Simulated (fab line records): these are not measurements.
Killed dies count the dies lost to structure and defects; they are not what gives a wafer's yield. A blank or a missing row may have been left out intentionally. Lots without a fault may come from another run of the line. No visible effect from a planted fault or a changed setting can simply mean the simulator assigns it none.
Chamber matching / flow gf180mcu / 4 sister chambers for GF_V1_CMP_04 on cmp-01
The step polishes SiO2. 8 wafers are shown with their chamber, then 8 later ones without.

EACH WAFER AND ITS CHAMBER
wafer=L374.5; chamber=3; motor_current_A (A)=12.5; retaining_ring_pressure_frac=1.011
wafer=L376.3; chamber=3; motor_current_A (A)=13.4; retaining_ring_pressure_frac=0.998
wafer=L376.6; chamber=2; motor_current_A (A)=13.1; retaining_ring_pressure_frac=1.002
wafer=L380.5; chamber=2; motor_current_A (A)=13.4; retaining_ring_pressure_frac=0.999
wafer=L388.1; chamber=1; motor_current_A (A)=11.2; retaining_ring_pressure_frac=0.994
wafer=L388.5; chamber=1; motor_current_A (A)=11.6; retaining_ring_pressure_frac=0.997
wafer=L388.6; chamber=0; motor_current_A (A)=11.1; retaining_ring_pressure_frac=1.005
wafer=L390.1; chamber=0; motor_current_A (A)=11.4; retaining_ring_pressure_frac=0.997

WAFERS MISSING THEIR CHAMBER
wafer=L390.2; motor_current_A (A)=11.7; retaining_ring_pressure_frac=0.995
wafer=L390.6; motor_current_A (A)=13.6; retaining_ring_pressure_frac=1.007
wafer=L391.2; motor_current_A (A)=13.8; retaining_ring_pressure_frac=1.000
wafer=L391.3; motor_current_A (A)=11.1; retaining_ring_pressure_frac=1.006
wafer=L391.4; motor_current_A (A)=11.6; retaining_ring_pressure_frac=0.997
wafer=L394.2; motor_current_A (A)=14.0; retaining_ring_pressure_frac=1.007
wafer=L394.3; motor_current_A (A)=13.9; retaining_ring_pressure_frac=0.992
wafer=L394.6; motor_current_A (A)=11.6; retaining_ring_pressure_frac=1.005

EACH ONE'S CHAMBER
wafer=L390.2; from the rows above=can't be placed: 1 or 0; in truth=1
wafer=L390.6; from the rows above=can't be placed: 2 or 3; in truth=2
wafer=L391.2; from the rows above=can't be placed: 2 or 3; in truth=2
wafer=L391.3; from the rows above=can't be placed: 0 or 1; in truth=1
wafer=L391.4; from the rows above=can't be placed: 1 or 0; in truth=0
wafer=L394.2; from the rows above=can't be placed: 2 or 3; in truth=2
wafer=L394.3; from the rows above=can't be placed: 2 or 3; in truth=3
wafer=L394.6; from the rows above=can't be placed: 0 or 1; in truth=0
Correctly placed: 0 of 8. From these rows, 8 cannot be placed; in 8 the true chamber is one of the candidates. Wrongly placed: 0.
How it was worked out, from the rows above alone: a wafer's distance from a chamber is the root of the sum, over the readings, of the square of ((its reading less the chamber's mean) divided by the reading's scatter). If the next closest chamber is less than 2 further off than the closest, the wafer can't be placed; otherwise it belongs to the closest. The mean given for a chamber averages the wafers shown for that chamber. The scatter: the root of (the sum of the squares of (reading less its chamber's mean) over the shown wafers, divided by (wafers less chambers)).
